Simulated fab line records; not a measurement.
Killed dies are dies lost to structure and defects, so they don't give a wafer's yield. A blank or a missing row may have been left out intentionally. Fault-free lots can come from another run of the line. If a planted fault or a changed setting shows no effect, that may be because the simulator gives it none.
fab line records	flow sfq-line
[record] lots = 5	wafers = 23
route steps=325 shown I4@168 JJ@179 M5@199 R5@217 I5@236 C5@240 M6@252
start-h: the number of hours between the record's first day and the start of the first shown wafer of the lot	wait-h: time in hours since the lot's previous step	" the same as in the row above	L1.1+2: one row covering several wafers at once	- no value present, or no start provided	* or withheld: withheld	< > ~ a bound
route shown NAME@n: names a module that has steps shown in the file, with the first one's number in the route	usual: mean/standard deviation taken from wafers without a fault	same: alike in all rows	chamber/n: place in a boat	sites: readings site by site	_std_site: standard deviation of those values	_edge_site: outer sites' mean less inner sites'	radius-mm: for every site, how far away it sits from the centre of the wafer	mask NAME#n: copy n	behind: tool/chamber where the wafer was last shaped	hold: the reason the lot was held/the length of the hold in hours/how it ended	device: the n, p or np transistor that did not switch	end of line: the same wafers' tests at the end of the route	step lacking rows: just its recipe	killed: dies lost to structure and defects at the first sort, not the wafer's yield	map: a wafer's dies, marking killed ones x, the rest . and places with no die _
set.NAME: setting as actually run; set.NAME@STEP: the setting as run at that earlier step	model.NAME: the simulator's own value behind a step, which no gauge read
lots where settings were altered on purpose, with a table for each step and a row for each wafer
[[steps]]
[step SFQ_TRILAYER_I4_VIA_LITHO_COAT_103]
[recipe] resist = KrF	spin-rpm = 3000	resist-thk-nm = 650
lot.wafer	tool	chamber	start-h	wait-h	set.spin-rpm	model.KrF_of_TRILAYER_I4_VIA_LITHO_COAT_103.thk-nm
L075.1	litho-track-04	0	951.49	0.2	2852	664.9
L075.2	"	0	"	"	3000	647.3
L075.3	"	0	"	"	3000	648.4
L075.5	"	0	"	"	3000	646.7
L075.6	"	0	"	"	2852	666.3
L080.1	litho-track-02	0	1003.25	0.2	3000	650.5
L080.3	"	0	"	"	3208	628.7
L080.4	"	0	"	"	3208	630.3
L080.5	"	0	"	"	3000	651.3
L080.6	"	0	"	"	3208	630
L082.1	litho-track-03	0	1013.48	0.2	3000	648.1
L082.2	"	0	"	"	3000	648.4
L082.4	"	0	"	"	3203	627.5
L082.5	"	0	"	"	3203	626.2
L082.6	"	0	"	"	3203	628
L084.1	litho-track-02	0	1017.49	0.2	3000	652
L084.2	"	0	"	"	3000	650.9
L084.4	"	0	"	"	3000	649.9
L084.5	"	0	"	"	3000	653.1
L084.6	"	0	"	"	3000	652.1
L085.2	litho-track-04	0	1026.82	0.2	3000	653
L085.3	"	0	"	"	3000	649.1
L085.4	"	0	"	"	3000	652.1
[step SFQ_TRILAYER_I4_VIA_LITHO_SOFTBAKE_107]
[recipe] temp-c = withheld	time-s = withheld	resist = KrF
[step SFQ_TRILAYER_I4_VIA_LITHO_EXPOSE_104]
[recipe] mask-id = I4	na = 0.6	source-shape = conventional	sigma-outer = 0.65	target-cd-nm = 700	dose-mj = 21.3
[step SFQ_TRILAYER_I4_VIA_LITHO_DEVELOP_105]
[recipe] time-s = 60	resist = KrF
[step SFQ_TRILAYER_I4_VIA_BARC_OPEN_VIA_ETCH_146]
[recipe] mask-material = PR	chemistry = O2	target-depth-nm = 125	target = BARC	source-w = 500	bias-w = 80	pressure-mtorr = 30	time-s = 41.7
lot.wafer	tool	chamber	start-h	wait-h	set.spin-rpm@TRILAYER_I4_VIA_LITHO_COAT_103	model.KrF_of_TRILAYER_I4_VIA_LITHO_COAT_103.thk-nm
L075.1	rie-diel-04	3	979.10	0.0	2852	587.6
L075.2	"	0	"	"	3000	571
L075.3	"	2	"	"	3000	570.4
L075.5	"	2	"	"	3000	568.5
L075.6	"	0	"	"	2852	590.1
L080.1	rie-diel-03	3	1031.25	0.0	3000	571.8
L080.3	"	2	"	"	3208	552.1
L080.4	"	2	"	"	3208	553.4
L080.5	"	3	"	"	3000	572.7
L080.6	"	1	"	"	3208	552.2
L082.1	rie-diel-04	2	1047.85	0.0	3000	571.1
L082.2	"	1	"	"	3000	571.2
L082.4	"	3	"	"	3203	551
L082.5	"	2	"	"	3203	549
L082.6	"	1	"	"	3203	551.3
L084.1	rie-diel-03	1	1054.18	0.0	3000	573.7
L084.2	"	2	"	"	3000	574.3
L084.4	"	1	"	"	3000	572
L084.5	"	2	"	"	3000	576.3
L084.6	"	0	"	"	3000	574.7
L085.2	rie-diel-04	3	1065.98	0.0	3000	577
L085.3	"	2	"	"	3000	572.1
L085.4	"	0	"	"	3000	575.9
[step SFQ_TRILAYER_JJ_TRILAYER_DEP_SPUTTER_109]
[recipe] material = Nb	base-pressure-pa = 1.33e-06	chamber-pressure-pa = 0.1333	substrate-temp-c = 20	target-thk-nm = 150	power-w = 2000	time-s = 100
lot.wafer	tool	chamber	start-h	wait-h	set.power-w	model.Nb_of_TRILAYER_JJ_TRILAYER_DEP_SPUTTER_109.thk-nm
L075.1	pvd-sputter-03	-	980.08	0.0	1804	135.7
L075.2	"	-	"	"	1804	136.6
L075.3	"	-	"	"	1804	135.1
L075.5	"	-	"	"	2000	150.3
L075.6	"	-	"	"	2000	151.5
L080.1	pvd-sputter-06	-	1032.21	0.0	2000	152.8
L080.3	"	-	"	"	2000	150.2
L080.4	"	-	"	"	2000	151.7
L080.5	"	-	"	"	1860	139.1
L080.6	"	-	"	"	1860	142.2
L082.1+5+6	pvd-sputter-04	-	1048.81	0.0	2000	148
L082.2	"	-	"	"	2000	146.6
L082.4	"	-	"	"	2000	148.2
L084.1	pvd-sputter-04	-	1055.13	0.0	2147	159.8
L084.2	"	-	"	"	2147	159.4
L084.4	"	-	"	"	2000	147.5
L084.5	"	-	"	"	2147	159.1
L084.6	"	-	"	"	2000	146.5
L085.2	pvd-sputter-03	-	1066.93	0.0	2000	148.6
L085.3	"	-	"	"	2000	149.4
L085.4	"	-	"	"	2000	149.3
[step SFQ_TRILAYER_JJ_CE_LITHO_COAT_119]
[recipe] resist = BARC	spin-rpm = 3000	resist-thk-nm = 62
lot.wafer	tool	chamber	start-h	wait-h	set.resist-thk-nm	model.BARC_of_TRILAYER_JJ_CE_LITHO_COAT_119.thk-nm
L075.1	litho-track-01	0	981.43	0.1	62	62.05
L075.2	"	0	"	"	65.02	65.08
L075.3	"	0	"	"	62	62.22
L075.5	"	0	"	"	65.02	65.11
L075.6	"	0	"	"	65.02	65.21
L080.1	litho-track-04	0	1033.57	0.1	62	62.17
L080.3	"	0	"	"	59.95	59.98
L080.4	"	0	"	"	62	62.09
L080.5	"	0	"	"	59.95	59.89
L080.6	"	0	"	"	59.95	59.93
L082.1	litho-track-04	0	1050.16	0.1	58.77	58.8
L082.2	"	0	"	"	62	61.94
L082.4	"	0	"	"	58.77	58.64
L082.5	"	0	"	"	62	61.9
L082.6	"	0	"	"	58.77	58.53
L084.1	litho-track-04	0	1056.49	0.1	65.14	65.18
L084.2	"	0	"	"	62	61.73
L084.4	"	0	"	"	65.14	64.89
L084.5	"	0	"	"	65.14	65.23
L084.6	"	0	"	"	62	61.85
L085.2	litho-track-01	0	1068.34	0.1	62	61.62
L085.3	"	0	"	"	62	61.82
L085.4	"	0	"	"	62	61.81
[step SFQ_TRILAYER_JJ_CE_LITHO_COAT_114]
[recipe] resist = KrF	spin-rpm = 3063	resist-thk-nm = 600
[step SFQ_TRILAYER_JJ_CE_LITHO_SOFTBAKE_118]
[recipe] temp-c = withheld	time-s = withheld	resist = KrF
[step SFQ_TRILAYER_JJ_CE_METRO_MEASURE_117]
[step SFQ_TRILAYER_JJ_CE_BARC_OPEN_RIE_150]
[recipe] mask-material = PR	chemistry = O2	target-depth-nm = 240	target = BARC	icp-w = 600	bias-w = 80	pressure-mtorr = 10	time-s = 80
lot.wafer	tool	chamber	start-h	wait-h	set.resist-thk-nm@TRILAYER_JJ_CE_LITHO_COAT_119	model.etch.depth-nm
L075.1	rie-metal-04	0	1008.45	1.0	62	62.05
L075.2	"	1	"	"	65.02	-
L075.3	"	0	"	"	62	-
L075.5	"	0	"	"	65.02	65.11
L075.6	"	1	"	"	65.02	65.21
L080.1	rie-metal-01	0	1073.16	1.0	62	62.17
L080.3	"	0	"	"	59.95	59.98
L080.4	"	1	"	"	62	62.09
L080.5	"	0	"	"	59.95	59.89
L080.6	"	1	"	"	59.95	59.93
L082.1	rie-metal-02	1	1096.38	1.0	58.77	58.8
L082.2+5	"	1	"	"	62	-
L082.4+6	"	1	"	"	58.77	-
L084.1+4	rie-metal-04	1	1105.98	1.0	65.14	-
L084.2	"	0	"	"	62	61.73
L084.5	"	1	"	"	65.14	65.23
L084.6	"	0	"	"	62	61.85
L085.2	rie-metal-04	0	1120.38	0.8	62	61.62
L085.3	"	1	"	"	62	61.82
L085.4	"	0	"	"	62	61.81
[step SFQ_TRILAYER_M5_LITHO_COAT_123]
[recipe] resist = KrF	spin-rpm = 3000	resist-thk-nm = 600
lot.wafer	tool	chamber	start-h	wait-h	set.spin-rpm	model.KrF_of_TRILAYER_M5_LITHO_COAT_123.thk-nm
L075.1	litho-track-01	0	1010.23	0.2	3000	598.8
L075.2	"	0	"	"	3000	597.4
L075.3	"	0	"	"	2824	615.1
L075.5	"	0	"	"	2824	615.8
L075.6	"	0	"	"	2824	615
L080.1+4	litho-track-03	0	1075.43	0.2	3000	598.1
L080.3	"	0	"	"	2883	607.5
L080.5	"	0	"	"	2883	610.2
L080.6	"	0	"	"	3000	598.4
L082.1	litho-track-02	0	1098.85	0.2	3000	601.7
L082.2	"	0	"	"	3000	602.7
L082.4	"	0	"	"	3000	601.9
L082.5	"	0	"	"	3000	601.2
L082.6	"	0	"	"	3000	602.4
L084.1	litho-track-03	0	1108.26	0.2	2852	616.7
L084.2	"	0	"	"	3000	602
L084.4	"	0	"	"	2852	618.9
L084.5	"	0	"	"	3000	601.1
L084.6	"	0	"	"	3000	602.7
L085.2	litho-track-03	0	1122.39	0.2	3000	599.9
L085.3	"	0	"	"	3000	599.7
L085.4	"	0	"	"	3000	598.8
[step SFQ_TRILAYER_M5_LITHO_PEB_126]
[recipe] peb-temp-c = 115	peb-time-s = 60	resist = KrF
lot.wafer	tool	chamber	start-h	wait-h	set.peb-time-s
L075.1+2+5	litho-track-03	0	-	-	60
L075.3+6	"	0	"	"	54.78
L080.1+3+5	litho-track-01	0	1147.79	1.0	56.89
L080.4+6	"	0	"	"	60
L082.1+4+5	litho-track-02	0	1163.70	1.0	64.32
L082.2+6	"	0	"	"	60
L084.1+2+4+5+6	litho-track-01	0	1172.10	1.0	60
L085.2+3+4	litho-track-02	0	1199.48	0.8	60
[step SFQ_TRILAYER_M5_LITHO_DEVELOP_125]
[recipe] time-s = 60	resist = KrF
[step SFQ_TRILAYER_M5_BARC_OPEN_METAL_ETCH_161]
[recipe] mask-material = PR	chemistry = O2	target-depth-nm = 125	target = BARC	icp-w = 600	bias-w = 80	pressure-mtorr = 10	time-s = 41.7
lot.wafer	tool	chamber	start-h	wait-h	set.peb-time-s@TRILAYER_M5_LITHO_PEB_126	model.M5.cd-nm
L075.1	rie-metal-01	0	1109.04	0.0	60	700.2
L075.2	"	0	"	"	60	698.8
L075.3	"	0	"	"	54.78	714.8
L075.5	"	0	"	"	60	701
L075.6	"	0	"	"	54.78	713.7
L080.1	rie-metal-03	0	1148.13	0.0	56.89	707.2
L080.3	"	0	"	"	56.89	707.9
L080.4	"	1	"	"	60	700.1
L080.5	"	0	"	"	56.89	710
L080.6	"	1	"	"	60	698.8
L082.1	rie-metal-01	0	1164.03	0.0	64.32	689.8
L082.2	"	1	"	"	60	700.7
L082.4	"	0	"	"	64.32	690
L082.5	"	1	"	"	64.32	691.2
L082.6	"	0	"	"	60	698.6
L084.1+4	rie-metal-03	1	1172.43	0.0	60	701.3
L084.2	"	0	"	"	60	702.2
L084.5	"	0	"	"	60	703
L084.6	"	1	"	"	60	699.9
L085.2	rie-metal-03	0	1199.79	0.0	60	700.5
L085.3	"	0	"	"	60	699.6
L085.4	"	1	"	"	60	698.2
[step SFQ_TRILAYER_M5_ETCH_METAL_ETCH_126]
[recipe] target = Nb	stop-on = SiO2	mask-material = PR	over-etch-frac = 0.15	time-s = 203.2	chemistry = Cl2/BCl3	target-depth-nm = 265	icp-w = 600	bias-w = 80	pressure-mtorr = 10
[usual] oes-product-au = 0.728/0.0052
lot.wafer	tool	chamber	start-h	wait-h	set.power-w@TRILAYER_JJ_TRILAYER_DEP_SPUTTER_109	set.spin-rpm@TRILAYER_M5_LITHO_COAT_123	oes-product-au	model.KrF_of_TRILAYER_M5_LITHO_COAT_123.thk-nm	model.M5.feature-depth-nm
L075.1	rie-metal-01	0	1109.16	0.1	1804	3000	0.699	366.1	148.2
L075.2	"	0	"	"	1804	3000	0.695	365.1	149.1
L075.3	"	0	"	"	1804	2824	0.700	383.6	147.5
L075.5	"	0	"	"	2000	2824	0.733	383.5	162.8
L075.6	"	0	"	"	2000	2824	0.728	382.1	164
L080.1	rie-metal-03	0	1148.18	0.0	2000	3000	0.733	372.9	164.8
L080.3	"	0	"	"	2000	2883	0.725	382.5	162.3
L080.4	"	1	"	"	2000	3000	0.731	368.1	164.1
L080.5	"	0	"	"	1860	2883	0.705	386.4	151.1
L080.6	"	1	"	"	1860	3000	0.718	367.3	154.7
L082.1	rie-metal-01	0	1164.09	0.0	2000	3000	0.725	369.3	160.6
L082.2	"	1	"	"	2000	3000	0.722	372.1	159
L082.4	"	0	"	"	2000	3000	0.731	369.8	160.7
L082.5	"	1	"	"	2000	3000	0.720	370.9	160.3
L082.6	"	0	"	"	2000	3000	0.723	370	160.5
L084.1	rie-metal-03	1	1172.49	0.0	2147	2852	0.754	385.5	172.3
L084.2	"	0	"	"	2147	3000	0.755	377.8	171.4
L084.4	"	1	"	"	2000	2852	0.721	388.3	159.9
L084.5	"	0	"	"	2147	3000	0.749	376.1	171.1
L084.6	"	1	"	"	2000	3000	0.718	373.6	158.8
L085.2	rie-metal-03	0	1199.85	0.0	2000	3000	0.725	373.7	160.7
L085.3	"	0	"	"	2000	3000	0.722	374.2	161.4
L085.4	"	1	"	"	2000	3000	0.727	368.9	161.6
[step SFQ_TRILAYER_R5_LITHO_COAT_141]
[recipe] resist = BARC	spin-rpm = 3000	resist-thk-nm = 62
lot.wafer	tool	chamber	start-h	wait-h	set.resist-thk-nm	model.BARC_of_TRILAYER_R5_LITHO_COAT_141.thk-nm
L075.1	litho-track-04	0	1157.62	0.1	64.5	64.54
L075.2	"	0	"	"	64.5	64.8
L075.3	"	0	"	"	64.5	64.68
L075.5	"	0	"	"	62	62.14
L075.6	"	0	"	"	62	62.28
L080.1	litho-track-02	0	1196.62	0.1	59.59	59.63
L080.3+4	"	0	"	"	62	62.25
L080.5	"	0	"	"	59.59	59.77
L080.6	"	0	"	"	62	62.15
L082.1	litho-track-01	0	1208.62	0.1	62	61.65
L082.2	"	0	"	"	62	61.85
L082.4	"	0	"	"	62	61.69
L082.5	"	0	"	"	62	62
L082.6	"	0	"	"	62	61.72
L084.1	litho-track-04	0	1218.73	0.1	62	61.97
L084.2+6	"	0	"	"	62	62.1
L084.4	"	0	"	"	62	62.26
L084.5	"	0	"	"	62	61.96
L085.2	litho-track-01	0	1229.67	0.1	62	61.88
L085.3	"	0	"	"	62	61.84
L085.4	"	0	"	"	62	61.94
[step SFQ_TRILAYER_R5_LITHO_COAT_136]
[recipe] resist = KrF	spin-rpm = 3000	resist-thk-nm = 600
[step SFQ_TRILAYER_R5_LITHO_SOFTBAKE_140]
[recipe] temp-c = withheld	time-s = withheld	resist = KrF
[step SFQ_TRILAYER_R5_LITHO_DEVELOP_138]
[recipe] time-s = 60	resist = KrF
[step SFQ_TRILAYER_R5_BARC_OPEN_METAL_ETCH_177]
[recipe] mask-material = PR	chemistry = O2	target-depth-nm = 125	target = BARC	icp-w = 600	bias-w = 80	pressure-mtorr = 10	time-s = 41.7
lot.wafer	tool	chamber	start-h	wait-h	set.resist-thk-nm@TRILAYER_R5_LITHO_COAT_141	model.etch.depth-nm
L075.1	rie-metal-01	0	1221.83	0.0	64.5	64.54
L075.2+3	"	1	"	"	64.5	-
L075.5	"	0	"	"	62	62.14
L075.6	"	1	"	"	62	62.28
L080.1	rie-metal-01	1	1260.67	0.0	59.59	59.63
L080.3+4	"	1,0	"	"	62	62.25
L080.5	"	0	"	"	59.59	59.77
L080.6	"	1	"	"	62	62.15
L082.1	rie-metal-03	0	1276.23	0.0	62	61.65
L082.2+4+5+6	"	1,1,1,0	"	"	62	-
L084.1+4	rie-metal-02	0	1288.23	0.0	62	-
L084.2+6	"	0	"	"	62	62.1
L084.5	"	0	"	"	62	61.96
L085.2	rie-metal-03	0	1299.03	0.0	62	61.88
L085.3	"	0	"	"	62	61.84
L085.4	"	1	"	"	62	61.94
[step SFQ_TRILAYER_I5_BARC_OPEN_VIA_ETCH_200]
[recipe] mask-material = PR	chemistry = O2	target-depth-nm = 125	target = BARC	source-w = 500	bias-w = 80	pressure-mtorr = 30	time-s = 41.7
[usual] oes-product-au = 0.685/0.0043
lot.wafer	tool	chamber	start-h	wait-h	set.time-s	oes-product-au	model.KrF_of_TRILAYER_I5_LITHO_COAT_144.thk-nm
L075.1	rie-diel-04	3	1273.99	0.0	43.4	0.690	573
L075.2	"	1	"	"	43.4	0.680	572.5
L075.3	"	0	"	"	41.7	0.683	574.9
L075.5	"	2	"	"	41.7	0.686	574.5
L075.6	"	3	"	"	41.7	0.682	573.4
L080.1	rie-diel-02	3	1342.04	0.0	41.7	0.685	570.9
L080.3	"	1	"	"	41.7	0.685	572.6
L080.4	"	2	"	"	38.41	0.712	576.4
L080.5	"	2	"	"	38.41	0.712	576.5
L080.6	"	3	"	"	38.41	0.706	575.7
L082.1	rie-diel-01	3	1356.44	0.0	41.7	0.680	571.2
L082.2	"	1	"	"	41.7	0.683	572.1
L082.4	"	2	"	"	41.7	0.686	569.8
L082.5	"	0	"	"	37.28	0.722	576.1
L082.6	"	1	"	"	37.28	0.719	576.8
L084.1	rie-diel-02	0	1368.44	0.0	41.7	0.683	573.6
L084.2	"	2	"	"	41.7	0.682	571.9
L084.4	"	2	"	"	41.7	0.683	574.2
L084.5	"	3	"	"	41.7	0.680	574.8
L084.6	"	0	"	"	41.7	0.686	576
L085.2	rie-diel-01	3	1379.24	0.0	41.7	0.675	570.8
L085.3	"	2	"	"	41.7	0.684	571.9
L085.4	"	1	"	"	41.7	0.678	570.9
[step SFQ_TRILAYER_C5_LITHO_COAT_156]
[recipe] resist = BARC	spin-rpm = 3000	resist-thk-nm = 62
lot.wafer	tool	chamber	start-h	wait-h	set.resist-thk-nm	model.BARC_of_TRILAYER_C5_LITHO_COAT_156.thk-nm
L075.1	litho-track-04	0	1275.00	0.0	60.58	60.39
L075.2	"	0	"	"	60.58	60.43
L075.3	"	0	"	"	62	61.88
L075.5	"	0	"	"	62	61.95
L075.6	"	0	"	"	60.58	60.38
L080.1	litho-track-01	0	1343.01	0.0	62	61.8
L080.3+6	"	0	"	"	65.12	65.14
L080.4	"	0	"	"	62	61.86
L080.5	"	0	"	"	65.12	64.98
L082.1	litho-track-03	0	1357.62	0.2	62	62.07
L082.2	"	0	"	"	62	62.26
L082.4	"	0	"	"	64.98	65.12
L082.5	"	0	"	"	62	61.95
L082.6	"	0	"	"	64.98	64.98
L084.1	litho-track-03	0	1369.41	0.0	62	61.64
L084.2	"	0	"	"	62	61.98
L084.4	"	0	"	"	62	62
L084.5	"	0	"	"	62	61.79
L084.6	"	0	"	"	62	61.96
L085.2	litho-track-04	0	1380.26	0.1	62	62.01
L085.3	"	0	"	"	62	61.9
L085.4	"	0	"	"	62	61.98
[step SFQ_TRILAYER_C5_LITHO_COAT_151]
[recipe] resist = KrF	spin-rpm = 2926	resist-thk-nm = 650
[step SFQ_TRILAYER_C5_LITHO_SOFTBAKE_155]
[recipe] temp-c = withheld	time-s = withheld	resist = KrF
[step SFQ_TRILAYER_C5_LITHO_DEVELOP_153]
[recipe] time-s = 60	resist = KrF
[step SFQ_TRILAYER_C5_BARC_OPEN_VIA_ETCH_210]
[recipe] mask-material = PR	chemistry = O2	target-depth-nm = 125	target = BARC	source-w = 500	bias-w = 80	pressure-mtorr = 30	time-s = 41.7
lot.wafer	tool	chamber	start-h	wait-h	set.resist-thk-nm@TRILAYER_C5_LITHO_COAT_156	model.etch.depth-nm
L075.1	rie-diel-03	3	1353.55	0.0	60.58	60.39
L075.2	"	1	"	"	60.58	-
L075.3	"	2	"	"	62	-
L075.5	"	1	"	"	62	61.95
L075.6	"	2	"	"	60.58	60.38
L080.1	rie-diel-02	3	1409.95	0.0	62	61.8
L080.3+6	"	0,1	"	"	65.12	65.14
L080.4	"	1	"	"	62	61.86
L080.5	"	2	"	"	65.12	64.98
L082.1	rie-diel-03	0	1423.15	0.0	62	62.07
L082.2+5	"	1,0	"	"	62	-
L082.4+6	"	3	"	"	64.98	-
L084.1+4	rie-diel-02	2,1	1433.95	0.0	62	-
L084.2	"	0	"	"	62	61.98
L084.5	"	1	"	"	62	61.79
L084.6	"	0	"	"	62	61.96
L085.2	rie-diel-02	2	1443.55	0.0	62	62.01
L085.3	"	3	"	"	62	61.9
L085.4	"	0	"	"	62	61.98
[step SFQ_TRILAYER_M6_DEP_SPUTTER_157]
[recipe] material = Nb	base-pressure-pa = 1.33e-06	chamber-pressure-pa = 0.1333	substrate-temp-c = 20	target-thk-nm = 200	power-w = 2000	time-s = 133.3
lot.wafer	tool	chamber	start-h	wait-h	set.time-s	model.Nb_of_TRILAYER_M6_DEP_SPUTTER_157.thk-nm
L075.1	pvd-sputter-06	-	1354.45	0.0	133.3	202
L075.2	"	-	"	"	140.3	212.7
L075.3	"	-	"	"	140.3	212
L075.5+6	"	-	"	"	133.3	201.6
L080.1	pvd-sputter-05	-	1410.85	0.0	133.3	199.2
L080.3	"	-	"	"	133.3	200.3
L080.4	"	-	"	"	133.3	198.1
L080.5	"	-	"	"	133.3	196.3
L080.6	"	-	"	"	133.3	197.8
L082.1+5	pvd-sputter-05	-	1424.05	0.0	133.3	199.4
L082.2	"	-	"	"	147.8	219.8
L082.4	"	-	"	"	147.8	221.2
L082.6	"	-	"	"	147.8	220.8
L084.1	pvd-sputter-03	-	1434.85	0.0	133.3	198.3
L084.2	"	-	"	"	133.3	201.3
L084.4	"	-	"	"	133.3	199.8
L084.5	"	-	"	"	133.3	199.3
L084.6	"	-	"	"	133.3	201.8
L085.2	pvd-sputter-05	-	1444.45	0.0	133.3	198.7
L085.3	"	-	"	"	133.3	198.8
L085.4	"	-	"	"	133.3	198
[step SFQ_M6_RS_MEAS_938]
[recipe] thk-meas-gauge = four-point-probe	reads = Nb_of_TRILAYER_M6_DEP_SPUTTER_157
[usual] M6_NB_RS = 0.891/0.0092
lot.wafer	tool	chamber	start-h	wait-h	set.time-s@TRILAYER_M6_DEP_SPUTTER_157	M6_NB_RS[ohm/sq]
L075.1	film-metro-03	-	1354.54	0.0	133.3	0.878
L075.2	"	-	"	"	140.3	0.834
L075.3	"	-	"	"	140.3	0.837
L075.5	"	-	"	"	133.3	0.882
L075.6	"	-	"	"	133.3	0.882
L080.1	film-metro-01	-	1410.94	0.0	133.3	0.894
L080.3	"	-	"	"	133.3	0.887
L080.4	"	-	"	"	133.3	0.898
L080.5	"	-	"	"	133.3	0.906
L080.6	"	-	"	"	133.3	0.900
L082.1	film-metro-03	-	1424.14	0.0	133.3	0.893
L082.2	"	-	"	"	147.8	0.810
L082.4	"	-	"	"	147.8	0.805
L082.5	"	-	"	"	133.3	0.892
L082.6	"	-	"	"	147.8	0.806
L084.1	film-metro-02	-	1434.94	0.0	133.3	0.898
L084.2	"	-	"	"	133.3	0.883
L084.4	"	-	"	"	133.3	0.890
L084.5	"	-	"	"	133.3	0.894
L084.6	"	-	"	"	133.3	0.883
L085.2	film-metro-02	-	1444.56	0.1	133.3	0.899
L085.3	"	-	"	"	133.3	0.895
L085.4	"	-	"	"	133.3	0.899
[[key]]
[split] step = SFQ_TRILAYER_I4_VIA_LITHO_COAT_103	setting = spin-rpm	stated = 3000	by = wafer
[response] step = SFQ_TRILAYER_I4_VIA_LITHO_COAT_103	reading = model.KrF_of_TRILAYER_I4_VIA_LITHO_COAT_103.thk-nm	change = -3.21	per = 1%	r = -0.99
[response] step = SFQ_TRILAYER_I4_VIA_BARC_OPEN_VIA_ETCH_146	reading = model.KrF_of_TRILAYER_I4_VIA_LITHO_COAT_103.thk-nm	change = -3.13	per = 1%	r = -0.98
[split] step = SFQ_TRILAYER_JJ_TRILAYER_DEP_SPUTTER_109	setting = power-w	stated = 2000	by = wafer
[response] step = SFQ_TRILAYER_JJ_TRILAYER_DEP_SPUTTER_109	reading = model.Nb_of_TRILAYER_JJ_TRILAYER_DEP_SPUTTER_109.thk-nm	change = +1.58	per = 1%	r = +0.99
[response] step = SFQ_TRILAYER_M5_ETCH_METAL_ETCH_126	reading = oes-product-au	change = +0.00345	per = 1%	r = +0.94
[response] step = SFQ_TRILAYER_M5_ETCH_METAL_ETCH_126	reading = model.M5.feature-depth-nm	change = +1.58	per = 1%	r = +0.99
[split] step = SFQ_TRILAYER_JJ_CE_LITHO_COAT_119	setting = resist-thk-nm	stated = 62	by = wafer
[response] step = SFQ_TRILAYER_JJ_CE_LITHO_COAT_119	reading = model.BARC_of_TRILAYER_JJ_CE_LITHO_COAT_119.thk-nm	change = +0.636	per = 1%	r = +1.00
[response] step = SFQ_TRILAYER_JJ_CE_BARC_OPEN_RIE_150	reading = model.etch.depth-nm	change = +0.661	per = 1%	r = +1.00
[split] step = SFQ_TRILAYER_M5_LITHO_COAT_123	setting = spin-rpm	stated = 3000	by = wafer
[response] step = SFQ_TRILAYER_M5_LITHO_COAT_123	reading = model.KrF_of_TRILAYER_M5_LITHO_COAT_123.thk-nm	change = -2.98	per = 1%	r = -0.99
[response] step = SFQ_TRILAYER_M5_ETCH_METAL_ETCH_126	reading = model.KrF_of_TRILAYER_M5_LITHO_COAT_123.thk-nm	change = -2.92	per = 1%	r = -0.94
[split] step = SFQ_TRILAYER_M5_LITHO_PEB_126	setting = peb-time-s	stated = 60	by = wafer
[response] step = SFQ_TRILAYER_M5_BARC_OPEN_METAL_ETCH_161	reading = model.M5.cd-nm	change = -1.54	per = 1%	r = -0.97
[split] step = SFQ_TRILAYER_R5_LITHO_COAT_141	setting = resist-thk-nm	stated = 62	by = wafer
[response] step = SFQ_TRILAYER_R5_LITHO_COAT_141	reading = model.BARC_of_TRILAYER_R5_LITHO_COAT_141.thk-nm	change = +0.629	per = 1%	r = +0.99
[response] step = SFQ_TRILAYER_R5_BARC_OPEN_METAL_ETCH_177	reading = model.etch.depth-nm	change = +0.622	per = 1%	r = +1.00
[split] step = SFQ_TRILAYER_I5_BARC_OPEN_VIA_ETCH_200	setting = time-s	stated = 41.7	by = wafer
[response] step = SFQ_TRILAYER_I5_BARC_OPEN_VIA_ETCH_200	reading = oes-product-au	change = -0.00306	per = 1%	r = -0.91
[response] step = SFQ_TRILAYER_I5_BARC_OPEN_VIA_ETCH_200	reading = model.KrF_of_TRILAYER_I5_LITHO_COAT_144.thk-nm	change = -0.517	per = 1%	r = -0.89
[split] step = SFQ_TRILAYER_C5_LITHO_COAT_156	setting = resist-thk-nm	stated = 62	by = wafer
[response] step = SFQ_TRILAYER_C5_LITHO_COAT_156	reading = model.BARC_of_TRILAYER_C5_LITHO_COAT_156.thk-nm	change = +0.635	per = 1%	r = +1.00
[response] step = SFQ_TRILAYER_C5_BARC_OPEN_VIA_ETCH_210	reading = model.etch.depth-nm	change = +0.652	per = 1%	r = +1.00
[split] step = SFQ_TRILAYER_M6_DEP_SPUTTER_157	setting = time-s	stated = 133.3	by = wafer
[response] step = SFQ_TRILAYER_M6_DEP_SPUTTER_157	reading = model.Nb_of_TRILAYER_M6_DEP_SPUTTER_157.thk-nm	change = +1.97	per = 1%	r = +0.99
[response] step = SFQ_M6_RS_MEAS_938	reading = M6_NB_RS	change = -0.00799	per = 1%	r = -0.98
